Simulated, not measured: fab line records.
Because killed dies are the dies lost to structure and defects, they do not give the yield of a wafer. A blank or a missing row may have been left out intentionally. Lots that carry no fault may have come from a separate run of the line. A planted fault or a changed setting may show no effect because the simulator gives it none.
Matching of chambers | flow gf180mcu | GF_STI_CMP_25 on cmp-01 has 4 sister chambers
The step polishes, stops on Si3N4, t overpolish 33 s, target thk 524.6 nm. 4 wafers are shown with their chamber, then 7 later ones without.

== WAFERS PAIRED WITH THEIR CHAMBERS ==
wafer  | chamber | motor-current-A (A)
L148.4 | 2       | 12.7
L149.2 | 1       | 11.9
L155.1 | 0       | 12.3
L155.2 | 3       | 12.7

== WAFERS WHOSE CHAMBER IS MISSING ==
wafer  | motor-current-A (A)
L155.3 | 11.8
L157.1 | 12.6
L157.2 | 12.9
L157.5 | 12.2
L158.3 | 11.7
L158.5 | 12.8
L158.6 | 11.7

== THE CHAMBER EACH PASSED THROUGH ==
wafer  | from the rows above          | in truth
L155.3 | 1                            | 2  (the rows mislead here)
L157.1 | can't be placed: 2 or 3 or 0 | 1
L157.2 | can't be placed: 2 or 3      | 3
L157.5 | can't be placed: 0 or 1      | 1
L158.3 | 1                            | 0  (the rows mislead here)
L158.5 | can't be placed: 2 or 3      | 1
L158.6 | 1                            | 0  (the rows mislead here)
Correct placement for 0 of the 7. Cannot be placed on the basis of these rows: 4; the candidates contain the true chamber in 2. Wrongly placed: 3.
How it was worked out, from the rows above alone: a wafer's distance from a chamber is the root of the sum, over the readings, of the square of ((its reading less the chamber's mean) divided by the reading's scatter). The wafer belongs to the nearest chamber; if the next one is less than 2 further off, it can't be placed. Each chamber's mean is taken over the wafers shown for it. The scatter: root of mean squared gap, hidden wafer to nearest shown wafer, with one shown wafer a chamber.
